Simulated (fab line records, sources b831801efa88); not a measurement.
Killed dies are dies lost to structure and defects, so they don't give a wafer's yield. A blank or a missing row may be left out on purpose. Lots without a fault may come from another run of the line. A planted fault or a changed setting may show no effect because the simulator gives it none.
Which tool did it? | flow gf180mcu | 15 lots, 45 wafers sampled, at 3 steps of a route of 602

WHAT THE GAUGES READ, wafer by wafer
GF_V5_THK_MEAS_25: measures by xrf. Usual: V5_W_THK 357 nm, standard deviation 6.5.
lot  | measured     | on            | V5_W_THK (nm) | flag
L244 | day 27 08:56 | film_metro-01 | 369 364 367   |
L245 | day 27 21:09 | film_metro-01 | 352 352 358   |
L247 | day 28 09:38 | film_metro-03 | 348 349 347   |
L248 | day 29 01:46 | film_metro-02 | 367 361 357   |
L249 | day 29 11:18 | film_metro-02 | 365 365 364   |
L250 | day 29 16:01 | film_metro-02 | 363 364 363   |
L254 | day 30 17:29 | film_metro-03 | 359 362 361   |
L256 | day 31 07:47 | film_metro-03 | 353 351 346   |
L257 | day 31 10:55 | film_metro-03 | 348 354 353   |
L258 | day 31 17:07 | film_metro-01 | 351 355 359   |
L261 | day 32 19:35 | film_metro-02 | 360 366 356   |
L262 | day 32 19:56 | film_metro-03 | 346 347 338   |
L264 | day 33 04:40 | film_metro-01 | 359 369 369   |
L265 | day 33 12:24 | film_metro-03 | 355 359 356   |
L266 | day 33 16:07 | film_metro-01 | 363 356 362   |

GF_TOP_METAL_THK_MEAS_06: measures by xrf. Usual: TOP_METAL_ALCU_THK 893 nm, standard deviation 12.
lot  | measured     | on            | TOP_METAL_ALCU_THK (nm) | flag
L244 | day 27 09:38 | film_metro-02 | 883 882 888             |
L245 | day 27 21:51 | film_metro-04 | 903 907 895             |
L247 | day 28 10:20 | film_metro-04 | 914 892 916             |
L248 | day 29 02:28 | film_metro-04 | 891 902 896             |
L249 | day 29 12:00 | film_metro-03 | 888 896 892             |
L250 | day 29 16:43 | film_metro-02 | 892 882 872             |
L254 | day 30 18:11 | film_metro-02 | 883 882 888             |
L256 | day 31 08:29 | film_metro-03 | 902 903 900             |
L257 | day 31 11:51 | film_metro-02 | 867 853 871             |
L258 | day 31 17:49 | film_metro-04 | 891 887 891             |
L261 | day 32 20:17 | film_metro-02 | 891 877 885             |
L262 | day 32 20:38 | film_metro-02 | 912 899 911             |
L264 | day 33 05:22 | film_metro-03 | 880 887 887             |
L265 | day 33 13:06 | film_metro-04 | 909 919 906             |
L266 | day 33 16:49 | film_metro-03 | 884 891 889             |

WHICH TOOL RAN EACH LOT (tool, then ch and the chambers of the sampled wafers, then the start)
lot  | GF_TOP_METAL_SPUTTER_03
L244 | pvd_sputter-01, day 27 09:27
L245 | pvd_sputter-03, day 27 21:41
L247 | pvd_sputter-04, day 28 10:10
L248 | pvd_sputter-01, day 29 02:17
L249 | pvd_sputter-03, day 29 11:50
L250 | pvd_sputter-04, day 29 16:32
L254 | pvd_sputter-01, day 30 18:00
L256 | pvd_sputter-03, day 31 08:19
L257 | pvd_sputter-03, day 31 11:41
L258 | pvd_sputter-01, day 31 17:38
L261 | pvd_sputter-01, day 32 20:07
L262 | pvd_sputter-03, day 32 20:28
L264 | pvd_sputter-04, day 33 05:11
L265 | pvd_sputter-03, day 33 12:55
L266 | pvd_sputter-01, day 33 16:38
- GF_TOP_METAL_SPUTTER_03: material Ti, target thk 5 nm, time 3.3 s.

WHAT THE TOOLS THEMSELVES READ (means of the sampled wafers that have a number; where no wafer has one, the mark that the record gives instead)
GF_TOP_METAL_SPUTTER_03. Usual: throttle_valve_pct 30.0 %, standard deviation 0.9.
lot  | tool           | throttle_valve_pct (%) | flag
L244 | pvd_sputter-01 | 29.6                   |
L245 | pvd_sputter-03 | 29.5                   |
L247 | pvd_sputter-04 | 30.8                   |
L248 | pvd_sputter-01 | 29.6                   |
L249 | pvd_sputter-03 | 28.9                   |
L250 | pvd_sputter-04 | 31.8                   |
L254 | pvd_sputter-01 | 30.1                   |
L256 | pvd_sputter-03 | 29.3                   |
L257 | pvd_sputter-03 | 29.2                   |
L258 | pvd_sputter-01 | 29.7                   |
L261 | pvd_sputter-01 | 30.0                   |
L262 | pvd_sputter-03 | 29.9                   |
L264 | pvd_sputter-04 | 30.5                   |
L265 | pvd_sputter-03 | 29.6                   |
L266 | pvd_sputter-01 | 30.1                   |

THE ANSWER, worked out from the rows above alone
Rule: a lot is off if the mean of its wafers that have a number lies more than 3 standard deviations from the usual mean. A lot without any number at a reading at which 4 lots or more have one is off too. The other lots that the step has rows for count as sound. The gauges are gone through in route order, then the tools' own readings, and for those a lot's mean is taken as printed above. The first step at which some lot is off is used, and at that step the reading that is off furthest; a lot without a number counts as furthest.
No lot is off at any reading shown: from this, nothing can be told.

WHAT THE SIMULATOR HAD PUT IN
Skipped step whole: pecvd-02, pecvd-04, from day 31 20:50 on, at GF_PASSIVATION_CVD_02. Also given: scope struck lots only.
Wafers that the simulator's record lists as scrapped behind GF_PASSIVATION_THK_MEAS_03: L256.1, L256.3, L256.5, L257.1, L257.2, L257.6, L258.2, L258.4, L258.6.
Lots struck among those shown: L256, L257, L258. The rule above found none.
